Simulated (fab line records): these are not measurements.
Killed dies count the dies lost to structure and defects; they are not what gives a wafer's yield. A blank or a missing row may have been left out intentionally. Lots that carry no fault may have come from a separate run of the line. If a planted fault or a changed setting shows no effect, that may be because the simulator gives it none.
A struck lot beside a sound one + flow sky130 + 18 steps out of a route of 708
Sound: these wafers, L483.1, L483.2, L483.6. Struck: wafer L488.2 (left out: L488.3, L488.6 of the same lot, which were not struck); the cause appears at the end.
Order at every step that has rows: each side's tool, ch and its chambers, its first start. Under that, the readings that differ: sound wafers + struck wafers + difference of the means + sigmas: that difference in standard deviations of wafers without a fault.
alike: readings with means less than 2 such deviations apart, plus words and numbers identical on both sides. not compared: withheld readings, readings lacking a value on some wafer, bounds such as >300 that could conceal the same value, and numbers that have no deviation in the record and whose values overlap.
The two part at a step that has a row with sigmas, a row that says differs or no value, or rows on one side only. Numbers that have no deviation but don't overlap get no sigmas and don't part them. A reading missing from all wafers of one side parts the sides only when that side holds two or more wafers.

first, 3 steps without rows for these wafers: SKY_VIA3_EXPOSE_09 (exposes mask VIM3, target cd 200 nm); SKY_VIA3_PEB_10; SKY_VIA3_DEVELOP_11 (develop time 60 s).
SKY_VIA3_CD_MEAS_12: target cd 200 nm.
  sound on cdSem-01 at day 40 17:41; struck on cdSem-01 at day 41 17:23
  alike: cdNm
SKY_VIA3_OVL_MEAS_13:
  sound on overlay-02 at day 40 17:48; struck on overlay-01 at day 41 17:29
  alike: VIA3_OVL
SKY_VIA3_ETCH_14: etches BARC in N2/H2, stops on SiO2, time 45.9 s, target depth 60 nm.
  sound on rieDiel-01 ch 1,2,3, day 40 17:50; struck on rieDiel-01 ch 3, day 41 17:31
  alike: drypumpMotorCurrentA, oesProductAu, throttleValvePct
  not compared: rfHoursCounterH
SKY_VIA3_ETCH_15: etches SiO2 in C4F8/O2/Ar, stops on TiN, target depth 507 nm, time 78 s.
  sound on rieDiel-01 ch 1,2,3, day 40 17:53; struck on rieDiel-01 ch 3, day 41 17:34
  alike: oesProductAu
  not compared: rfHoursCounterH
SKY_VIA3_STRIP_16: strips in O2/N2.
  sound on plasmaAsher-04 ch 0,1, day 40 17:56; struck on plasmaAsher-03 ch 1, day 41 17:37
  alike: drypumpMotorCurrentA, oesProductAu, stripTimeToEndpointS
  not compared: rfHoursCounterH
then, 3 steps without rows for these wafers: SKY_VIA3_STRIP_17 (strips in post etch residue remover, time 1200 s); SKY_VIA3_CLEAN_18 (cleans in IPA, time 180 s); SKY_VIA3_CLEAN_19 (cleans in O3/DIW).
SKY_VIA3_SPUTTER_20: material TiN, target thk 20 nm, time 80 s.
  sound on pvdSputter-04 at day 40 18:52; struck on pvdSputter-04 at day 41 18:13
  alike: throttleValvePct
SKY_VIA3_CVD_21: deposits W, target thk 390 nm, time 117.31 s.
  sound on cvdW-01 ch 0,1, day 40 18:56; struck on cvdW-02 ch 0, day 41 18:17
| reading                           | sound           | struck | difference | sigmas |
|-----------------------------------|-----------------|--------|------------|--------|
| model.W_of_VIA3_CVD_21.thkNm (nm) | 390.3 398.2 395 | 114.4  | -280.1     |        |
  alike: heaterPowerW
SKY_VIA3_RS_MEAS_22: measures by four-point-probe.
  sound on filmMetro-03 at day 40 19:04; struck on filmMetro-03 at day 41 18:26
| reading            | sound             | struck | difference | sigmas      |
|--------------------|-------------------|--------|------------|-------------|
| VIA3_W_RS (ohm/sq) | 0.294 0.288 0.291 | 1.031  | +0.740     | +99 or more |
SKY_VIA3_THK_MEAS_23: measures by xrf.
  sound on filmMetro-03 at day 40 19:11; struck on filmMetro-03 at day 41 18:32
| reading         | sound       | struck | difference | sigmas |
|-----------------|-------------|--------|------------|--------|
| VIA3_W_THK (nm) | 386 392 388 | 114    | -275       | -42    |
SKY_VIA3_CMP_24: polishes, stops on SiO2, t overpolish 20 s, target thk 0 nm.
  sound on cmp-01 ch 1,2,3, day 40 19:17; struck on cmp-01 ch 1, day 41 18:35
| reading             | sound    | struck | difference | sigmas |
|---------------------|----------|--------|------------|--------|
| timeToEndpointS (s) | 91 92 88 | 27     | -63        | -18    |
  alike: motorCurrentA, slurryFlowMlMin
SKY_METAL4_SPUTTER_00: material Ti, target thk 15 nm, time 10 s.
  sound on pvdSputter-01 at day 40 19:32; struck on pvdSputter-02 at day 41 18:53
  alike: throttleValvePct
-- the record jumps here: 6 days lie between the struck wafers' starts before and after (it left off in module METAL4 and takes up again in module PAD_OPEN, whose first step shown is number 708 of the route) --
SKY_PAD_OPEN_PROBE_99:
  rows exist in the record for the struck wafers here (prober-01, day 47 15:43), but not for the sound ones

== WHERE THEY PART ==
Earliest at SKY_VIA3_RS_MEAS_22; latest, in this record, at SKY_PAD_OPEN_PROBE_99.

WHY: the cause the simulator had injected
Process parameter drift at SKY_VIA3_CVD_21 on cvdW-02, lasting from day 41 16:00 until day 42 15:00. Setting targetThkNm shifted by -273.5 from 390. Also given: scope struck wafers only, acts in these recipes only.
